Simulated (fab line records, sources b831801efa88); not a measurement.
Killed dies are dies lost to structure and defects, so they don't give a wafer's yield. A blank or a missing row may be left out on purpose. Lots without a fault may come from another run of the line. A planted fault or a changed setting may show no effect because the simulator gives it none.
Which tool did it? | flow sky130 | 10 lots, 30 wafers sampled, at 4 steps of a route of 708

WHAT THE GAUGES READ, wafer by wafer
SKY_VT_ADJUST_NCORE_CD_MEAS_07: target cd 380 nm.
lot  | measured     | on        | cd_nm (nm)
L309 | day 8 20:14  | cd_sem-02 | 383.0 381.3 380.6
L310 | day 8 22:22  | cd_sem-02 | 378.8 378.0 377.3
L312 | day 9 10:41  | cd_sem-01 | 377.8 379.4 377.6
L314 | day 9 23:38  | cd_sem-02 | 407.6 406.8 408.2
L315 | day 10 07:29 | cd_sem-01 | 408.1 408.6 408.7
L316 | day 10 14:53 | cd_sem-02 | 405.3 407.2 408.5
L320 | day 11 20:53 | cd_sem-02 | 394.9 395.3 394.3
L324 | day 13 00:26 | cd_sem-01 | 379.1 380.1 379.3
L325 | day 13 06:15 | cd_sem-01 | 379.6 381.1 380.9
L328 | day 14 09:50 | cd_sem-02 | 382.2 381.4 381.6

WHICH TOOL RAN EACH LOT (tool, then ch and the chambers of the sampled wafers, then the start)
lot  | SKY_VT_ADJUST_HVTP_STRIP_10          | SKY_VT_ADJUST_LVTN_STRIP_09          | SKY_VT_ADJUST_NCORE_EXPOSE_04
L309 | plasma_asher-01 ch 0,1, day 6 08:29  | plasma_asher-03 ch 0,1, day 7 03:52  | iline_stepper-01 ch 0, day 8 09:46
L310 | plasma_asher-02 ch 0,1, day 6 10:24  | plasma_asher-03 ch 0,1, day 7 05:40  | iline_stepper-01 ch 0, day 8 12:24
L312 | plasma_asher-04 ch 0,1, day 6 20:36  | plasma_asher-02 ch 0, day 7 16:31    | iline_stepper-02 ch 0, day 8 23:25
L314 | plasma_asher-02 ch 0,1, day 7 07:56  | plasma_asher-01 ch 0,1, day 8 04:27  | iline_stepper-02 ch 0, day 9 12:56
L315 | plasma_asher-01 ch 0,1, day 7 15:05  | plasma_asher-03 ch 0,1, day 8 11:58  | iline_stepper-02 ch 0, day 9 20:26
L316 | plasma_asher-04 ch 0,1, day 7 22:51  | plasma_asher-02 ch 0,1, day 8 19:49  | iline_stepper-02 ch 0, day 10 03:26
L320 | plasma_asher-01 ch 0,1, day 9 00:04  | plasma_asher-01 ch 0,1, day 9 22:36  | iline_stepper-02 ch 0, day 11 08:55
L324 | plasma_asher-01 ch 0,1, day 10 00:59 | plasma_asher-03 ch 0,1, day 10 23:43 | iline_stepper-01 ch 0, day 12 12:24
L325 | plasma_asher-01 ch 0,1, day 10 06:14 | plasma_asher-02 ch 0,1, day 11 05:04 | iline_stepper-01 ch 0, day 12 17:45
L328 | plasma_asher-04 ch 0,1, day 11 07:38 | plasma_asher-01 ch 0,1, day 12 07:21 | iline_stepper-01 ch 0, day 13 21:56
- SKY_VT_ADJUST_HVTP_STRIP_10: strips in O2/N2.
- SKY_VT_ADJUST_LVTN_STRIP_09: strips in O2/N2.
- SKY_VT_ADJUST_NCORE_EXPOSE_04: exposes mask LVTN COMPLEMENT THIN, target cd 380 nm.

THE ANSWER, worked out from the rows above alone
Rule: what is usual is taken from the lots themselves. Put in order of their means at a reading, lots are off if they are a third of the lots or fewer, leave a main group of 4 or more, and stand apart from it by a gap of 3 or more times the standard deviation of the main group's means; of several such gaps the widest counts. A main group whose means are all the same, to the digits that the tables above print for the reading, isn't used. A lot without any number at a reading at which 4 lots or more have one is off too. The other lots that the step has rows for count as sound.
No lot is off at any reading shown: from this, nothing can be told.

WHAT THE SIMULATOR HAD PUT IN
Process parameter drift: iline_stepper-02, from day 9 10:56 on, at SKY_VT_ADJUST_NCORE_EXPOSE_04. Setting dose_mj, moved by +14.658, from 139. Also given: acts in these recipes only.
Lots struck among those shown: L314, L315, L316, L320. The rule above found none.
